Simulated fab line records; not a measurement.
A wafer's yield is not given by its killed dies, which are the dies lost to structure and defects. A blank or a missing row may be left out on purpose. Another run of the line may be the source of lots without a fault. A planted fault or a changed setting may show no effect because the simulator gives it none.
Which tool was responsible? :: flow sky130 :: 11 lots with 33 wafers sampled at 3 steps, on a route of 708 steps

## WHAT THE GAUGES SHOWED, per wafer
SKY_SD_P_TW_MEAS_11.
lot: L249
measured: day 25 17:58
on: film metro-03
SD_P_TW: 2781 2778 2788

lot: L250
measured: day 27 10:46
on: film metro-04
SD_P_TW: 2797 2787 2794

lot: L256
measured: day 28 04:11
on: film metro-04
SD_P_TW: 2808 2796 2816

lot: L258
measured: day 29 00:47
on: film metro-04
SD_P_TW: 2799 2818 2804

lot: L259
measured: day 29 13:10
on: film metro-04
SD_P_TW: 2813 2809 2797

lot: L260
measured: day 30 02:52
on: film metro-03
SD_P_TW: 2790 2781 2776

lot: L261
measured: day 30 06:58
on: film metro-02
SD_P_TW: 2825 2826 2834

lot: L263
measured: day 30 13:32
on: film metro-02
SD_P_TW: 2620 2626 2638

lot: L264
measured: day 30 23:16
on: film metro-02
SD_P_TW: 2620 2617 2627

lot: L265
measured: day 31 01:05
on: film metro-03
SD_P_TW: 2785 2774 2759

lot: L266
measured: day 32 00:28
on: film metro-02
SD_P_TW: 2622 2610 2626

## WHICH TOOL RAN EACH LOT (tool, then ch and the chambers of the sampled wafers, then the start)
lot: L249
SKY_SD_P_IMPLANT_09: implanter-01 ch 0, day 25 17:43
SKY_SD_P_STRIP_10: plasma asher-04 ch 0,1, day 25 17:52

lot: L250
SKY_SD_P_IMPLANT_09: implanter-03 ch 0, day 27 10:32
SKY_SD_P_STRIP_10: plasma asher-03 ch 0,1, day 27 10:40

lot: L256
SKY_SD_P_IMPLANT_09: implanter-04 ch 0, day 28 03:56
SKY_SD_P_STRIP_10: plasma asher-04 ch 0,1, day 28 04:05

lot: L258
SKY_SD_P_IMPLANT_09: implanter-01 ch 0, day 29 00:32
SKY_SD_P_STRIP_10: plasma asher-02 ch 0,1, day 29 00:41

lot: L259
SKY_SD_P_IMPLANT_09: implanter-01 ch 0, day 29 12:55
SKY_SD_P_STRIP_10: plasma asher-03 ch 0,1, day 29 13:04

lot: L260
SKY_SD_P_IMPLANT_09: implanter-03 ch 0, day 30 02:40
SKY_SD_P_STRIP_10: plasma asher-03 ch 0,1, day 30 02:47

lot: L261
SKY_SD_P_IMPLANT_09: implanter-03 ch 0, day 30 06:43
SKY_SD_P_STRIP_10: plasma asher-03 ch 0,1, day 30 06:52

lot: L263
SKY_SD_P_IMPLANT_09: implanter-03 ch 0, day 30 13:17
SKY_SD_P_STRIP_10: plasma asher-02 ch 1, day 30 13:26

lot: L264
SKY_SD_P_IMPLANT_09: implanter-03 ch 0, day 30 23:01
SKY_SD_P_STRIP_10: plasma asher-03 ch 0,1, day 30 23:10

lot: L265
SKY_SD_P_IMPLANT_09: implanter-01 ch 0, day 31 00:52
SKY_SD_P_STRIP_10: plasma asher-03 ch 0,1, day 31 00:59

lot: L266
SKY_SD_P_IMPLANT_09: implanter-03 ch 0, day 32 00:13
SKY_SD_P_STRIP_10: plasma asher-03 ch 0,1, day 32 00:22
- SKY_SD_P_IMPLANT_09
- SKY_SD_P_STRIP_10: strips in O2/N2.

## THE ANSWER, worked out from the rows above alone
Rule: usual is defined by the lots themselves. The widest of any qualifying gaps counts: lots, ordered by their means at a reading, are off when they make up no more than a third of the lots, leave a main group of 4 or more, and stand apart from it by 3 or more times the standard deviation of that group's means. The tables above print the reading to a certain number of digits; a main group whose means all agree to those digits is not used. A lot without any number at a reading at which 4 lots or more have one is off too. Where the step has rows for the other lots, those lots are counted as sound.
Off: at SKY_SD_P_TW_MEAS_11 (SD_P_TW), L263, L264, L266. Main group: mean 2797, sd 17.
A tool fits if, at a process step before that reading, it ran every lot that is off, and no sound lot after the first of them. The gauges at SKY_SD_P_TW_MEAS_11 are tried like those tools. Undecided on this evidence; 2 tools fit (implanter-03 at SKY_SD_P_IMPLANT_09, film metro-02 at SKY_SD_P_TW_MEAS_11).

## WHAT THE SIMULATOR HAD INSERTED
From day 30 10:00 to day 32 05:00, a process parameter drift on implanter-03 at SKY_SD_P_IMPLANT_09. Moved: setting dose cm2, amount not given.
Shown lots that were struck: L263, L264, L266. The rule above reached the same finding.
